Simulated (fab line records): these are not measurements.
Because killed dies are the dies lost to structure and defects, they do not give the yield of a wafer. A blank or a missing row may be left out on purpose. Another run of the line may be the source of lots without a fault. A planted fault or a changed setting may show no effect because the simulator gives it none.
Split-lot trial + flow gf180mcu + on a route of 602 steps: 5 lots, 23 wafers read

THE SPLIT ITSELF
At GF_V4_SPUTTER_22 (material TiN, target thk 10 nm, time 40 s), the setting time-s was moved away from the recipe's 40 s on 8 of the 23 wafers read, by -13.7% to +7.3%. All remaining wafers had this setting at the recipe value.

The reading is taken at the split's own step.

THE READING
TiN_of_V4_SPUTTER_22.thk-nm (the simulator's own value, which no gauge read), in nm, at GF_V4_SPUTTER_22 (material TiN, target thk 10 nm, time 40 s). No usual value for it is given in the file. The 15 wafers here that ran the recipe average 9.990 nm, standard deviation 0.11 nm.

| wafer  | tool, chamber at the split | time-s as run, s | against the recipe | TiN_of_V4_SPUTTER_22.thk-nm, nm | against lot-mates on the recipe |
|--------|----------------------------|------------------|--------------------|---------------------------------|---------------------------------|
| L074.1 | pvd-sputter-04, -          | 40               | recipe             | 9.967                           | -                               |
| L074.2 | pvd-sputter-04, -          | 40               | recipe             | 10.04                           | -                               |
| L074.3 | pvd-sputter-04, -          | 40               | recipe             | 9.931                           | -                               |
| L074.5 | pvd-sputter-04, -          | 40               | recipe             | 9.911                           | -                               |
| L074.6 | pvd-sputter-04, -          | 40               | recipe             | 9.762                           | -                               |
| L076.1 | pvd-sputter-04, -          | 40               | recipe             | 10.08                           | -                               |
| L076.3 | pvd-sputter-04, -          | 40               | recipe             | 10.1                            | -                               |
| L076.6 | pvd-sputter-04, -          | 40               | recipe             | 10                              | -                               |
| L080.1 | pvd-sputter-03, -          | 40               | recipe             | 10.05                           | -                               |
| L080.2 | pvd-sputter-03, -          | 42.94            | +7.3%              | 10.75                           | +0.718                          |
| L080.3 | pvd-sputter-03, -          | 42.94            | +7.3%              | 10.46                           | +0.428                          |
| L080.4 | pvd-sputter-03, -          | 40               | recipe             | 10.16                           | -                               |
| L080.5 | pvd-sputter-03, -          | 40               | recipe             | 9.887                           | -                               |
| L082.1 | pvd-sputter-04, -          | 34.51            | -13.7%             | 8.494                           | -1.498                          |
| L082.2 | pvd-sputter-04, -          | 40               | recipe             | 9.945                           | -                               |
| L082.3 | pvd-sputter-04, -          | 40               | recipe             | 10.04                           | -                               |
| L082.4 | pvd-sputter-04, -          | 34.51            | -13.7%             | 8.775                           | -1.217                          |
| L082.6 | pvd-sputter-04, -          | 34.51            | -13.7%             | 8.746                           | -1.246                          |
| L083.1 | pvd-sputter-04, -          | 40               | recipe             | 10.12                           | -                               |
| L083.3 | pvd-sputter-04, -          | 40               | recipe             | 9.861                           | -                               |
| L083.4 | pvd-sputter-04, -          | 37.47            | -6.3%              | 9.442                           | -0.549                          |
| L083.5 | pvd-sputter-04, -          | 37.47            | -6.3%              | 9.541                           | -0.450                          |
| L083.6 | pvd-sputter-04, -          | 37.47            | -6.3%              | 9.483                           | -0.508                          |

FIT RESULTS
A straight line over all 23 wafers: TiN_of_V4_SPUTTER_22.thk-nm changes by +0.0917 nm for each +1% of time-s; r = +0.98; the points scatter about the line by 0.12 nm.
The same after taking each lot's own level away (the mean of its wafers on the recipe; 23 wafers): +0.0907 nm for each +1%; r = +0.98; scatter 0.11 nm.
Per that fit: largest time-s move, reading shift of 1.2 nm.
Across the lots, their own levels run from 9.9222 to 10.0600 nm, a range of 1.3 times the standard deviation given above.
So the lot-to-lot level changes the slope little: the two slopes agree.
Check: -1.18 nm against its lot-mates is what the line predicts for one of the wafers moved furthest among these (-13.7%) when that wafer is left out of the fit. Against them it came out at -1.5 nm.

FURTHER SPLITS ON THESE WAFERS
These wafers also went through other splits before the reading. Each is held against what the fit with the lots' levels taken away leaves over:
| other split on the same wafers | wafers away from the commonest value | r with TiN_of_V4_SPUTTER_22.thk-nm (lot level and that fit taken away) |
|--------------------------------|--------------------------------------|------------------------------------------------------------------------|
| GF_V4_ETCH_16 ion-energy-ev    | 9                                    | -0.13                                                                  |

THE FILE'S OWN FIT
TiN_of_V4_SPUTTER_22.thk-nm changes by +0.0902 nm for each +1% of time-s, r = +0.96.
